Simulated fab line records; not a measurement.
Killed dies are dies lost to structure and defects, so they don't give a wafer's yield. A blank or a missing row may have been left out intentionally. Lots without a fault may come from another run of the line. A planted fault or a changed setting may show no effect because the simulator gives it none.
fab line records ; flow gf180mcu
record lots=24; wafers=72; last-day=34
route steps=602 shown NWELL@49 M3@425 V3@444 M4@458 TOP_METAL@581
lots that met no fault: taken from a fault-free run of the same line
start-h: start of the lot's first displayed wafer, in hours after the record's first day ; wait-h: hours from the lot's prior step to this one ; " unchanged from the row above ; L1.1+2: a single row standing in for several wafers ; - no value, or no start given ; * or withheld: withheld ; < > ~ a bound
route shown NAME@n: NAME is a module with steps in the file, n the number in the route of the first one ; usual: mean/standard deviation of fault-free wafers ; same: alike in all rows ; chamber/n: place in a boat ; sites: readings site by site ; _std_site: the standard deviation of these ; _edge_site: the outer-site mean with the inner-site mean subtracted ; radius-mm: how far each site lies from the wafer's centre ; mask NAME#n: copy n ; behind: tool/chamber where the wafer was last shaped ; hold: the reason the lot was held/the length of the hold in hours/how it ended ; device: which transistor (n, p or np) failed to switch ; end of line: tests of these same wafers at the route's end ; a step given without rows: its recipe and nothing more ; killed: not the wafer's yield, but the dies lost to structure and defects at the first sort ; map: dies across one wafer; x = killed, . = not, _ = none there
set.NAME: setting as actually run; set.NAME@STEP: the setting as run at that earlier step ; model.NAME: the simulator's own value behind a step, which no gauge read
steps of the route over a sample of lots; a table a step, a row a wafer
services: when a tool's chamber went out of use (start-h, in hours from the record's first day, below 0 if earlier), for how many hours, and the reason
## steps
# step GF_NWELL_OVL_MEAS_07
# usual NWELL_OVL=-0.1/1.4
lot.wafer;tool;chamber;start-h;wait-h;NWELL_OVL[nm]
L074.1;overlay-01;-;55.75;-;-1.1
L074.2;overlay-01;-;55.75;-;1.2
L074.6;overlay-01;-;55.75;-;1.2
L075.4;overlay-02;-;61.14;-;-0.4
L075.5;overlay-02;-;61.14;-;0.1
L075.6;overlay-02;-;61.14;-;-1.1
L076.1;overlay-01;-;66.90;-;-0.9
L076.2;overlay-01;-;66.90;-;-1.8
L076.5;overlay-01;-;66.90;-;-0.4
L077.1;overlay-02;-;73.33;-;0.9
L077.4;overlay-02;-;73.33;-;0.1
L077.6;overlay-02;-;73.33;-;2.0
L078.2;overlay-01;-;76.38;-;1.1
L078.5;overlay-01;-;76.38;-;0.7
L078.6;overlay-01;-;76.38;-;-0.4
L079.2;overlay-01;-;81.18;-;2.1
L079.3;overlay-01;-;81.18;-;0.1
L079.5;overlay-01;-;81.18;-;2.2
L080.2;overlay-01;-;87.23;-;0.5
L080.4;overlay-01;-;87.23;-;-1.1
L080.5;overlay-01;-;87.23;-;-0.4
L081.3;overlay-02;-;92.24;-;-0.5
L081.4;overlay-02;-;92.24;-;-3.1
L081.5;overlay-02;-;92.24;-;-2.5
L082.1;overlay-02;-;100.68;-;-0.6
L082.3;overlay-02;-;100.68;-;1.0
L082.4;overlay-02;-;100.68;-;-1.0
L083.3;overlay-01;-;110.66;-;1.2
L083.4;overlay-01;-;110.66;-;2.1
L083.6;overlay-01;-;110.66;-;1.1
L085.4;overlay-02;-;118.47;-;-0.8
L085.5;overlay-02;-;118.47;-;-0.4
L085.6;overlay-02;-;118.47;-;-0.1
L084.2;overlay-01;-;119.12;-;-1.8
L084.5;overlay-01;-;119.12;-;-0.6
L084.6;overlay-01;-;119.12;-;-1.5
L086.2;overlay-01;-;124.28;-;2.1
L086.3;overlay-01;-;124.28;-;1.9
L086.4;overlay-01;-;124.28;-;0.8
L087.1;overlay-01;-;127.70;-;0.6
L087.2;overlay-01;-;127.70;-;-3.6
L087.6;overlay-01;-;127.70;-;-0.1
L088.2;overlay-01;-;135.82;-;-0.6
L088.3;overlay-01;-;135.82;-;-0.8
L088.6;overlay-01;-;135.82;-;0.1
L089.2;overlay-01;-;141.62;-;-2.6
L089.3;overlay-01;-;141.62;-;-0.9
L089.6;overlay-01;-;141.62;-;-4.3
L090.1;overlay-01;-;145.62;-;-0.5
L090.2;overlay-01;-;145.62;-;-0.4
L090.3;overlay-01;-;145.62;-;-0.1
L091.2;overlay-01;-;152.08;-;1.0
L091.5;overlay-01;-;152.08;-;1.5
L091.6;overlay-01;-;152.08;-;1.8
L092.1;overlay-02;-;158.32;-;-1.9
L092.2;overlay-02;-;158.32;-;-1.0
L092.4;overlay-02;-;158.32;-;-1.0
L093.1;overlay-01;-;158.43;-;-1.1
L093.3;overlay-01;-;158.43;-;0.4
L093.5;overlay-01;-;158.43;-;1.2
L094.1;overlay-01;-;163.40;-;-0.1
L094.2;overlay-01;-;163.40;-;1.4
L094.3;overlay-01;-;163.40;-;2.6
L095.1;overlay-02;-;175.37;-;-0.9
L095.2;overlay-02;-;175.37;-;-1.0
L095.6;overlay-02;-;175.37;-;0.4
L096.2;overlay-01;-;176.98;-;-0.3
L096.4;overlay-01;-;176.98;-;0.1
L096.5;overlay-01;-;176.98;-;-2.7
L097.1;overlay-01;-;181.07;-;1.3
L097.4;overlay-01;-;181.07;-;1.7
L097.5;overlay-01;-;181.07;-;0.8
# step GF_M3_METAL_ETCH_16
# recipe chemistry=Cl2/BCl3; mask-material=KrF; target-depth-nm=750.8; stop-on=SiO2; pressure-mtorr=8; icp-w=800; bias-w=140; Cl2_flow_sccm=80; bcl3-flow-sccm=40; time-s=125.1
# usual drypump-motor-current-A=5.7/0.54; oes-product-au=0.988/0.0064; throttle-valve-pct=28.231/0.01
lot.wafer;tool;chamber;start-h;wait-h;drypump-motor-current-A;oes-product-au;rf-hours-counter-h;throttle-valve-pct
L074.1;rie-metal-02;0;486.88;0.0;5.7;0.988;10;28.218
L074.2;rie-metal-02;1;486.88;0.0;5.1;0.998;12;28.234
L074.6;rie-metal-02;0;486.88;0.0;5.7;0.994;-;28.229
L075.4;rie-metal-04;1;489.96;0.1;5.6;0.964;-;28.238
L075.5;rie-metal-04;0;489.96;0.1;5.1;0.987;-;28.249
L075.6;rie-metal-04;1;489.96;0.1;5.6;0.970;-;28.222
L076.1;rie-metal-04;0;507.13;0.0;5.1;0.985;4;28.220
L076.2;rie-metal-04;1;507.13;0.0;5.6;0.984;14;28.251
L076.5;rie-metal-04;0;507.13;0.0;5.1;0.993;-;28.223
L077.1;rie-metal-01;1;518.00;0.0;5.6;0.993;9;28.246
L077.4;rie-metal-01;0;518.00;0.0;6.5;0.993;-;28.238
L077.6;rie-metal-01;0;518.00;0.0;6.6;0.990;-;28.234
L078.2;rie-metal-02;1;521.45;0.0;5.1;0.990;13;28.208
L078.5;rie-metal-02;0;521.45;0.0;5.7;0.993;-;28.219
L078.6;rie-metal-02;1;521.45;0.0;5.1;0.997;-;28.211
L079.2;rie-metal-01;0;532.70;0.0;6.5;0.987;8;28.220
L079.3;rie-metal-01;0;532.70;0.0;6.6;0.989;-;28.225
L079.5;rie-metal-01;0;532.70;0.0;6.6;0.980;-;28.230
L080.2;rie-metal-04;0;542.20;0.0;5.1;0.995;5;28.221
L080.4;rie-metal-04;0;542.20;0.0;5.1;0.986;-;28.222
L080.5;rie-metal-04;1;542.20;0.0;5.6;1.004;-;28.229
L081.3;rie-metal-04;1;550.22;0.1;5.6;1.001;-;28.240
L081.4;rie-metal-04;0;550.22;0.1;5.1;0.996;-;28.219
L081.5;rie-metal-04;1;550.22;0.1;5.6;0.988;-;28.213
L082.1;rie-metal-04;1;562.25;0.0;5.6;0.985;1;28.225
L082.3;rie-metal-04;0;562.25;0.0;5.1;0.994;-;28.234
L082.4;rie-metal-04;1;562.25;0.0;5.6;0.994;-;28.232
L083.3;rie-metal-01;0;573.66;0.1;6.6;0.989;-;28.229
L083.4;rie-metal-01;1;573.66;0.1;5.5;0.988;-;28.213
L083.6;rie-metal-01;0;573.66;0.1;6.5;0.990;-;28.226
L085.4;rie-metal-01;1;587.22;0.1;5.5;0.992;-;28.232
L085.5;rie-metal-01;0;587.22;0.1;6.5;0.994;-;28.232
L085.6;rie-metal-01;1;587.22;0.1;5.6;0.981;-;28.227
L084.2;rie-metal-01;0;588.55;0.0;6.6;0.984;10;28.227
L084.5;rie-metal-01;0;588.55;0.0;6.5;0.990;-;28.232
L084.6;rie-metal-01;1;588.55;0.0;5.6;0.986;-;28.228
L086.2;rie-metal-01;0;594.52;0.0;6.6;0.994;10;28.233
L086.3;rie-metal-01;0;594.52;0.0;6.6;0.984;-;28.216
L086.4;rie-metal-01;1;594.52;0.0;5.6;0.990;-;28.228
L087.1;rie-metal-01;1;599.02;0.0;5.5;0.989;12;28.227
L087.2;rie-metal-01;0;599.02;0.0;6.5;0.976;11;28.248
L087.6;rie-metal-01;0;599.02;0.0;6.6;0.991;-;28.209
L088.2;rie-metal-04;0;612.07;0.0;5.1;0.995;8;28.224
L088.3;rie-metal-04;1;612.07;0.0;5.6;0.987;-;28.229
L088.6;rie-metal-04;0;612.07;0.0;5.1;0.991;-;28.227
L089.2;rie-metal-01;1;625.72;0.0;5.5;0.987;13;28.230
L089.3;rie-metal-01;1;625.72;0.0;5.5;0.989;-;28.227
L089.6;rie-metal-01;1;625.72;0.0;5.6;0.988;-;28.233
L090.1;rie-metal-01;1;629.82;0.0;5.6;0.993;13;28.233
L090.2;rie-metal-01;0;629.82;0.0;6.6;0.992;12;28.229
L090.3;rie-metal-01;1;629.82;0.0;5.5;0.995;-;28.227
L091.2;rie-metal-01;1;634.90;0.0;5.5;0.985;13;28.229
L091.5;rie-metal-01;0;634.90;0.0;6.5;0.987;-;28.237
L091.6;rie-metal-01;1;634.90;0.0;5.6;0.989;-;28.230
L092.1;rie-metal-04;0;639.17;0.0;5.1;0.988;9;28.232
L092.2;rie-metal-04;1;639.17;0.0;5.6;0.986;4;28.222
L092.4;rie-metal-04;0;639.17;0.0;5.1;0.995;-;28.251
L093.1;rie-metal-02;1;646.85;0.0;5.1;0.987;4;28.230
L093.3;rie-metal-02;1;646.85;0.0;5.1;0.987;-;28.234
L093.5;rie-metal-02;1;646.85;0.0;5.1;0.990;-;28.247
L094.1;rie-metal-02;0;651.17;0.0;5.7;0.995;0;28.231
L094.2;rie-metal-02;1;651.17;0.0;5.1;0.985;4;28.242
L094.3;rie-metal-02;1;651.17;0.0;5.1;0.972;-;28.234
L095.1;rie-metal-01;1;661.70;0.0;5.6;0.996;14;28.241
L095.2;rie-metal-01;0;661.70;0.0;6.6;0.984;13;28.228
L095.6;rie-metal-01;0;661.70;0.0;6.6;0.982;-;28.221
L096.2;rie-metal-01;0;663.85;0.0;6.5;0.988;13;28.236
L096.4;rie-metal-01;0;663.85;0.0;6.6;0.980;-;28.245
L096.5;rie-metal-01;0;663.85;0.0;6.6;0.988;-;28.228
L097.1;rie-metal-01;0;668.52;0.0;6.5;0.989;13;28.232
L097.4;rie-metal-01;1;668.52;0.0;5.6;0.990;-;28.228
L097.5;rie-metal-01;0;668.52;0.0;6.5;0.983;-;28.229
# step GF_V3_OVL_MEAS_15
# usual V3_OVL=5/7
lot.wafer;tool;chamber;start-h;wait-h;V3_OVL[nm]
L074.1;overlay-01;-;512.03;0.1;9
L074.2;overlay-01;-;512.03;0.1;13
L074.6;overlay-01;-;512.03;0.1;15
L075.4;overlay-02;-;516.51;0.1;3
L075.5;overlay-02;-;516.51;0.1;-5
L075.6;overlay-02;-;516.51;0.1;-4
L076.1;overlay-01;-;531.32;0.1;13
L076.2;overlay-01;-;531.32;0.1;4
L076.5;overlay-01;-;531.32;0.1;8
L077.1;overlay-01;-;542.32;0.1;10
L077.4;overlay-01;-;542.32;0.1;7
L077.6;overlay-01;-;542.32;0.1;9
L078.2;overlay-02;-;546.19;0.1;18
L078.5;overlay-02;-;546.19;0.1;2
L078.6;overlay-02;-;546.19;0.1;7
L079.2;overlay-02;-;556.44;0.1;-3
L079.3;overlay-02;-;556.44;0.1;10
L079.5;overlay-02;-;556.44;0.1;3
L080.2;overlay-01;-;566.69;0.1;9
L080.4;overlay-01;-;566.69;0.1;13
L080.5;overlay-01;-;566.69;0.1;13
L081.3;overlay-01;-;574.24;0.1;-5
L081.4;overlay-01;-;574.24;0.1;-6
L081.5;overlay-01;-;574.24;0.1;1
L082.1;overlay-02;-;585.87;0.1;3
L082.3;overlay-02;-;585.87;0.1;0
L082.4;overlay-02;-;585.87;0.1;1
L083.3;overlay-01;-;596.48;0.1;-5
L083.4;overlay-01;-;596.48;0.1;-13
L083.6;overlay-01;-;596.48;0.1;-6
L085.4;overlay-02;-;609.76;0.1;6
L085.5;overlay-02;-;609.76;0.1;13
L085.6;overlay-02;-;609.76;0.1;8
L084.2;overlay-02;-;611.72;0.1;4
L084.5;overlay-02;-;611.72;0.1;3
L084.6;overlay-02;-;611.72;0.1;14
L086.2;overlay-01;-;616.74;0.1;2
L086.3;overlay-01;-;616.74;0.1;2
L086.4;overlay-01;-;616.74;0.1;6
L087.1;overlay-02;-;621.88;0.1;8
L087.2;overlay-02;-;621.88;0.1;6
L087.6;overlay-02;-;621.88;0.1;9
L088.2;overlay-01;-;633.99;0.1;10
L088.3;overlay-01;-;633.99;0.1;20
L088.6;overlay-01;-;633.99;0.1;12
L089.2;overlay-01;-;647.39;0.1;3
L089.3;overlay-01;-;647.39;0.1;8
L089.6;overlay-01;-;647.39;0.1;-1
L090.1;overlay-01;-;651.42;0.1;-5
L090.2;overlay-01;-;651.42;0.1;-5
L090.3;overlay-01;-;651.42;0.1;-7
L091.2;overlay-02;-;657.14;0.1;2
L091.5;overlay-02;-;657.14;0.1;9
L091.6;overlay-02;-;657.14;0.1;7
L092.1;overlay-02;-;660.07;0.1;-10
L092.2;overlay-02;-;660.07;0.1;-8
L092.4;overlay-02;-;660.07;0.1;-11
L093.1;overlay-01;-;667.53;0.1;11
L093.3;overlay-01;-;667.53;0.1;14
L093.5;overlay-01;-;667.53;0.1;6
L094.1;overlay-01;-;672.12;0.1;7
L094.2;overlay-01;-;672.12;0.1;8
L094.3;overlay-01;-;672.12;0.1;10
L095.1;overlay-01;-;682.17;0.1;0
L095.2;overlay-01;-;682.17;0.1;2
L095.6;overlay-01;-;682.17;0.1;12
L096.2;overlay-01;-;683.79;0.1;1
L096.4;overlay-01;-;683.79;0.1;-3
L096.5;overlay-01;-;683.79;0.1;0
L097.1;overlay-01;-;688.04;0.1;13
L097.4;overlay-01;-;688.04;0.1;6
L097.5;overlay-01;-;688.04;0.1;5
# step GF_M4_SPUTTER_02
# recipe material=AlCu; target-thk-nm=450; power-w=10600; time-s=23.9; chamber-pressure-pa=0.4
# usual throttle-valve-pct=30.3/1.1
lot.wafer;tool;chamber;start-h;wait-h;throttle-valve-pct
L074.1;pvd-sputter-02;-;513.55;0.0;29.1
L074.2;pvd-sputter-02;-;513.55;0.0;31.0
L074.6;pvd-sputter-02;-;513.55;0.0;29.3
L075.4;pvd-sputter-01;-;518.05;0.0;31.0
L075.5;pvd-sputter-01;-;518.05;0.0;28.7
L075.6;pvd-sputter-01;-;518.05;0.0;31.3
L076.1;pvd-sputter-03;-;532.85;0.0;30.5
L076.2;pvd-sputter-03;-;532.85;0.0;31.9
L076.5;pvd-sputter-03;-;532.85;0.0;30.4
L077.1;pvd-sputter-01;-;544.85;0.0;28.3
L077.4;pvd-sputter-01;-;544.85;0.0;31.0
L077.6;pvd-sputter-01;-;544.85;0.0;28.4
L078.2;pvd-sputter-01;-;547.71;0.0;28.6
L078.5;pvd-sputter-01;-;547.71;0.0;31.1
L078.6;pvd-sputter-01;-;547.71;0.0;28.2
L079.2;pvd-sputter-03;-;558.30;0.0;31.5
L079.3;pvd-sputter-03;-;558.30;0.0;30.0
L079.5;pvd-sputter-03;-;558.30;0.0;31.6
L080.2;pvd-sputter-01;-;568.21;0.0;28.4
L080.4;pvd-sputter-01;-;568.21;0.0;28.8
L080.5;pvd-sputter-01;-;568.21;0.0;28.7
L081.3;pvd-sputter-01;-;575.95;0.0;28.5
L081.4;pvd-sputter-01;-;575.95;0.0;28.2
L081.5;pvd-sputter-01;-;575.95;0.0;28.6
L082.1;pvd-sputter-02;-;587.39;0.0;30.3
L082.3;pvd-sputter-02;-;587.39;0.0;30.7
L082.4;pvd-sputter-02;-;587.39;0.0;29.3
L083.3;pvd-sputter-02;-;597.99;0.0;30.8
L083.4;pvd-sputter-02;-;597.99;0.0;29.3
L083.6;pvd-sputter-02;-;597.99;0.0;30.3
L085.4;pvd-sputter-01;-;611.27;0.0;31.1
L085.5;pvd-sputter-01;-;611.27;0.0;30.9
L085.6;pvd-sputter-01;-;611.27;0.0;28.5
L084.2;pvd-sputter-01;-;613.24;0.0;31.1
L084.5;pvd-sputter-01;-;613.24;0.0;28.5
L084.6;pvd-sputter-01;-;613.24;0.0;31.4
L086.2;pvd-sputter-02;-;618.26;0.0;30.3
L086.3;pvd-sputter-02;-;618.26;0.0;30.9
L086.4;pvd-sputter-02;-;618.26;0.0;29.3
L087.1;pvd-sputter-03;-;623.42;0.0;30.3
L087.2;pvd-sputter-03;-;623.42;0.0;30.8
L087.6;pvd-sputter-03;-;623.42;0.0;31.7
L088.2;pvd-sputter-01;-;635.51;0.0;28.6
L088.3;pvd-sputter-01;-;635.51;0.0;31.0
L088.6;pvd-sputter-01;-;635.51;0.0;28.8
L089.2;pvd-sputter-01;-;648.90;0.0;28.3
L089.3;pvd-sputter-01;-;648.90;0.0;28.8
L089.6;pvd-sputter-01;-;648.90;0.0;28.3
L090.1;pvd-sputter-02;-;653.35;0.0;29.4
L090.2;pvd-sputter-02;-;653.35;0.0;31.0
L090.3;pvd-sputter-02;-;653.35;0.0;30.4
L091.2;pvd-sputter-02;-;658.96;0.0;29.3
L091.5;pvd-sputter-02;-;658.96;0.0;29.7
L091.6;pvd-sputter-02;-;658.96;0.0;30.8
L092.1;pvd-sputter-01;-;661.62;0.0;28.6
L092.2;pvd-sputter-01;-;661.62;0.0;31.2
L092.4;pvd-sputter-01;-;661.62;0.0;28.6
L093.1;pvd-sputter-01;-;669.05;0.0;31.1
L093.3;pvd-sputter-01;-;669.05;0.0;28.9
L093.5;pvd-sputter-01;-;669.05;0.0;31.3
L094.1;pvd-sputter-03;-;673.65;0.0;31.7
L094.2;pvd-sputter-03;-;673.65;0.0;30.3
L094.3;pvd-sputter-03;-;673.65;0.0;30.5
L095.1;pvd-sputter-03;-;683.69;0.0;30.2
L095.2;pvd-sputter-03;-;683.69;0.0;30.4
L095.6;pvd-sputter-03;-;683.69;0.0;31.9
L096.2;pvd-sputter-03;-;685.31;0.0;31.2
L096.4;pvd-sputter-03;-;685.31;0.0;30.6
L096.5;pvd-sputter-03;-;685.31;0.0;30.6
L097.1;pvd-sputter-03;-;689.56;0.0;31.1
L097.4;pvd-sputter-03;-;689.56;0.0;30.3
L097.5;pvd-sputter-03;-;689.56;0.0;31.5
# step GF_M4_RS_MEAS_05
# recipe thk-meas-gauge=four-point-probe; reads=TiN_of_M4_SPUTTER_04+Ti_of_M4_SPUTTER_03+AlCu_of_M4_SPUTTER_02+TiN_of_M4_SPUTTER_01+Ti_of_M4_SPUTTER_00
# usual M4_ALCU_RS=0.0699/0.0011
lot.wafer;tool;chamber;start-h;wait-h;M4_ALCU_RS[ohm/sq]
L074.1;film-metro-02;-;513.64;0.0;0.0720
L074.2;film-metro-02;-;513.64;0.0;0.0703
L074.6;film-metro-02;-;513.64;0.0;0.0722
L075.4;film-metro-03;-;518.20;0.1;0.0703
L075.5;film-metro-03;-;518.20;0.1;0.0692
L075.6;film-metro-03;-;518.20;0.1;0.0699
L076.1;film-metro-01;-;532.94;0.0;0.0691
L076.2;film-metro-01;-;532.94;0.0;0.0691
L076.5;film-metro-01;-;532.94;0.0;0.0716
L077.1;film-metro-01;-;544.94;0.0;0.0693
L077.4;film-metro-01;-;544.94;0.0;0.0685
L077.6;film-metro-01;-;544.94;0.0;0.0699
L078.2;film-metro-01;-;547.82;0.0;0.0701
L078.5;film-metro-01;-;547.82;0.0;0.0695
L078.6;film-metro-01;-;547.82;0.0;0.0705
L079.2;film-metro-01;-;558.41;0.0;0.0687
L079.3;film-metro-01;-;558.41;0.0;0.0706
L079.5;film-metro-01;-;558.41;0.0;0.0689
L080.2;film-metro-03;-;568.32;0.0;0.0700
L080.4;film-metro-03;-;568.32;0.0;0.0678
L080.5;film-metro-03;-;568.32;0.0;0.0683
L081.3;film-metro-01;-;576.08;0.1;0.0689
L081.4;film-metro-01;-;576.08;0.1;0.0706
L081.5;film-metro-01;-;576.08;0.1;0.0691
L082.1;film-metro-01;-;587.48;0.0;0.0693
L082.3;film-metro-01;-;587.48;0.0;0.0690
L082.4;film-metro-01;-;587.48;0.0;0.0708
L083.3;film-metro-03;-;598.12;0.1;0.0702
L083.4;film-metro-03;-;598.12;0.1;0.0714
L083.6;film-metro-03;-;598.12;0.1;0.0690
L085.4;film-metro-01;-;611.41;0.1;0.0707
L085.5;film-metro-01;-;611.41;0.1;0.0698
L085.6;film-metro-01;-;611.41;0.1;0.0679
L084.2;film-metro-03;-;613.35;0.0;0.0703
L084.5;film-metro-03;-;613.35;0.0;0.0680
L084.6;film-metro-03;-;613.35;0.0;0.0700
L086.2;film-metro-03;-;618.37;0.0;0.0672
L086.3;film-metro-03;-;618.37;0.0;0.0687
L086.4;film-metro-03;-;618.37;0.0;0.0700
L087.1;film-metro-03;-;623.51;0.0;0.0704
L087.2;film-metro-03;-;623.51;0.0;0.0697
L087.6;film-metro-03;-;623.51;0.0;0.0699
L088.2;film-metro-02;-;635.62;0.0;0.0686
L088.3;film-metro-02;-;635.62;0.0;0.0708
L088.6;film-metro-02;-;635.62;0.0;0.0684
L089.2;film-metro-03;-;649.01;0.0;0.0699
L089.3;film-metro-03;-;649.01;0.0;0.0686
L089.6;film-metro-03;-;649.01;0.0;0.0696
L090.1;film-metro-01;-;653.44;0.0;0.0706
L090.2;film-metro-01;-;653.44;0.0;0.0694
L090.3;film-metro-01;-;653.44;0.0;0.0683
L091.2;film-metro-02;-;659.07;0.0;0.0717
L091.5;film-metro-02;-;659.07;0.0;0.0702
L091.6;film-metro-02;-;659.07;0.0;0.0705
L092.1;film-metro-02;-;661.71;0.0;0.0700
L092.2;film-metro-02;-;661.71;0.0;0.0709
L092.4;film-metro-02;-;661.71;0.0;0.0708
L093.1;film-metro-01;-;669.14;0.0;0.0710
L093.3;film-metro-01;-;669.14;0.0;0.0692
L093.5;film-metro-01;-;669.14;0.0;0.0712
L094.1;film-metro-02;-;673.74;0.0;0.0697
L094.2;film-metro-02;-;673.74;0.0;0.0715
L094.3;film-metro-02;-;673.74;0.0;0.0698
L095.1;film-metro-03;-;683.78;0.0;0.0694
L095.2;film-metro-03;-;683.78;0.0;0.0713
L095.6;film-metro-03;-;683.78;0.0;0.0687
L096.2;film-metro-01;-;685.42;0.0;0.0687
L096.4;film-metro-01;-;685.42;0.0;0.0700
L096.5;film-metro-01;-;685.42;0.0;0.0717
L097.1;film-metro-03;-;689.65;0.0;0.0691
L097.4;film-metro-03;-;689.65;0.0;0.0701
L097.5;film-metro-03;-;689.65;0.0;0.0694
# step GF_TOP_METAL_CD_MEAS_14
# recipe target-cd-nm=440
# usual cd-nm=440.3/2.2
lot.wafer;tool;chamber;start-h;wait-h;cd-nm
L074.1;cd-sem-01;-;650.35;0.1;442.7
L074.2;cd-sem-01;-;650.35;0.1;441.8
L074.6;cd-sem-01;-;650.35;0.1;443.9
L075.4;cd-sem-02;-;652.25;0.1;437.7
L075.5;cd-sem-02;-;652.25;0.1;437.8
L075.6;cd-sem-02;-;652.25;0.1;437.2
L076.1;cd-sem-01;-;666.76;0.1;441.3
L076.2;cd-sem-01;-;666.76;0.1;442.0
L076.5;cd-sem-01;-;666.76;0.1;439.8
L077.1;cd-sem-01;-;676.90;0.1;443.4
L077.4;cd-sem-01;-;676.90;0.1;442.1
L077.6;cd-sem-01;-;676.90;0.1;443.5
L078.2;cd-sem-02;-;677.88;0.1;442.6
L078.5;cd-sem-02;-;677.88;0.1;443.9
L078.6;cd-sem-02;-;677.88;0.1;442.8
L079.2;cd-sem-02;-;687.32;0.1;437.8
L079.3;cd-sem-02;-;687.32;0.1;436.8
L079.5;cd-sem-02;-;687.32;0.1;437.7
L080.2;cd-sem-02;-;696.06;0.1;440.2
L080.4;cd-sem-02;-;696.06;0.1;439.3
L080.5;cd-sem-02;-;696.06;0.1;439.2
L081.3;cd-sem-01;-;702.51;0.1;436.5
L081.4;cd-sem-01;-;702.51;0.1;438.2
L081.5;cd-sem-01;-;702.51;0.1;437.1
L082.1;cd-sem-01;-;711.94;0.1;439.5
L082.3;cd-sem-01;-;711.94;0.1;438.9
L082.4;cd-sem-01;-;711.94;0.1;437.6
L083.3;cd-sem-01;-;720.05;0.1;441.9
L083.4;cd-sem-01;-;720.05;0.1;442.5
L083.6;cd-sem-01;-;720.05;0.1;444.3
L085.4;cd-sem-01;-;731.22;0.1;440.8
L085.5;cd-sem-01;-;731.22;0.1;442.9
L085.6;cd-sem-01;-;731.22;0.1;443.5
L084.2;cd-sem-01;-;733.00;0.2;439.5
L084.5;cd-sem-01;-;733.00;0.2;439.5
L084.6;cd-sem-01;-;733.00;0.2;441.0
L086.2;cd-sem-01;-;738.37;0.1;440.0
L086.3;cd-sem-01;-;738.37;0.1;439.3
L086.4;cd-sem-01;-;738.37;0.1;442.3
L087.1;cd-sem-02;-;742.60;0.1;442.9
L087.2;cd-sem-02;-;742.60;0.1;443.2
L087.6;cd-sem-02;-;742.60;0.1;442.7
L088.2;cd-sem-01;-;753.23;0.1;438.4
L088.3;cd-sem-01;-;753.23;0.1;440.1
L088.6;cd-sem-01;-;753.23;0.1;439.5
L089.2;cd-sem-01;-;764.22;0.1;445.2
L089.3;cd-sem-01;-;764.22;0.1;443.5
L089.6;cd-sem-01;-;764.22;0.1;442.9
L090.1;cd-sem-02;-;769.06;0.1;440.7
L090.2;cd-sem-02;-;769.06;0.1;441.1
L090.3;cd-sem-02;-;769.06;0.1;442.3
L091.2;cd-sem-02;-;770.62;0.1;441.7
L091.5;cd-sem-02;-;770.62;0.1;441.7
L091.6;cd-sem-02;-;770.62;0.1;440.3
L092.1;cd-sem-02;-;773.90;0.1;439.3
L092.2;cd-sem-02;-;773.90;0.1;438.7
L092.4;cd-sem-02;-;773.90;0.1;438.8
L093.1;cd-sem-02;-;781.65;0.1;437.5
L093.3;cd-sem-02;-;781.65;0.1;440.6
L093.5;cd-sem-02;-;781.65;0.1;438.9
L094.1;cd-sem-01;-;785.14;0.1;440.1
L094.2;cd-sem-01;-;785.14;0.1;438.1
L094.3;cd-sem-01;-;785.14;0.1;437.3
L095.1;cd-sem-02;-;793.26;0.1;442.2
L095.2;cd-sem-02;-;793.26;0.1;441.7
L095.6;cd-sem-02;-;793.26;0.1;440.0
L096.2;cd-sem-01;-;793.58;0.1;438.2
L096.4;cd-sem-01;-;793.58;0.1;440.1
L096.5;cd-sem-01;-;793.58;0.1;438.2
L097.1;cd-sem-02;-;797.60;0.1;443.7
L097.4;cd-sem-02;-;797.60;0.1;439.4
L097.5;cd-sem-02;-;797.60;0.1;440.3
## services
tool;chamber;start-h;hours;kind
pvd-sputter-03;-;472.35;2.2;repair
pvd-sputter-02;-;481.43;16.1;repair
rie-metal-04;1;508.96;-;clean
rie-metal-04;1;508.96;21.7;scheduled-down
rie-metal-04;-;514.71;0.7;repair
rie-metal-04;0;522.59;6.4;repair
pvd-sputter-03;-;570.11;1.8;repair
pvd-sputter-03;-;572.90;6.7;repair
pvd-sputter-01;-;596.03;3.1;repair
pvd-sputter-01;3;606.15;-;consumable-replace:kit
pvd-sputter-01;3;606.15;18.0;scheduled-down
pvd-sputter-01;3;606.15;18.0;vent-cycle
rie-metal-01;1;617.60;3.6;repair
pvd-sputter-02;-;639.70;2.3;repair
rie-metal-02;0;644.83;5.2;repair
pvd-sputter-01;-;653.47;1.0;repair
pvd-sputter-02;-;659.15;10.5;repair
rie-metal-01;1;669.33;-;clean
rie-metal-01;1;669.33;23.8;scheduled-down
rie-metal-01;1;669.33;23.8;vent-cycle
pvd-sputter-01;2;680.84;-;consumable-replace:kit
pvd-sputter-01;2;680.84;18.0;scheduled-down
pvd-sputter-01;2;680.84;18.0;vent-cycle
rie-metal-01;-;681.53;2.8;pm
## key
fault none
